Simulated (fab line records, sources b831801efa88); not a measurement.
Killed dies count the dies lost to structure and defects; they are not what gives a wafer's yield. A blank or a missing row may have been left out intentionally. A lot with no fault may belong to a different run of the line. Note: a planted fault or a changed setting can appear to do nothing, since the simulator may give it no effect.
Chamber matching    flow sky130    3 sister chambers for SKY_PASSIVATION_CVD_00 on pecvd-03
The step deposits SiO2, target thk 90 nm. 3 wafers are shown with their chamber, then 8 later ones without.

WAFERS WITH THEIR CHAMBER
wafer   chamber  heater-power-w (W)
L075.6  0        533
L085.4  2        697
L086.2  1        556

WAFERS WITH NO CHAMBER GIVEN
wafer   heater-power-w (W)
L086.5  624
L086.6  549
L088.1  627
L088.3  620
L088.6  630
L095.1  536
L095.2  677
L095.5  528

CHAMBER TAKEN BY EACH
wafer   from the rows above           in truth
L086.5  can't be placed: 1 or 2 or 0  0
L086.6  can't be placed: 1 or 0       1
L088.1  can't be placed: 2 or 1 or 0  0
L088.3  can't be placed: 1 or 2 or 0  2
L088.6  can't be placed: 2 or 1 or 0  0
L095.1  can't be placed: 0 or 1       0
L095.2  2                             2
L095.5  can't be placed: 0 or 1       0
Correct placement for 1 of the 8. Unplaceable from these rows: 7, with the true chamber sitting among the candidates in 7. Placed wrongly: 0.
How it was worked out, from the rows above alone: a wafer's distance from a chamber is the root of the sum, over the readings, of the square of ((its reading less the chamber's mean) divided by the reading's scatter). If the next closest chamber is less than 2 further off than the closest, the wafer can't be placed; otherwise it belongs to the closest. For every chamber, the mean is computed from those of its wafers that are shown. The scatter (one wafer shown for each chamber): square how far every hidden wafer sits from the nearest shown wafer, average those squares and take the square root.
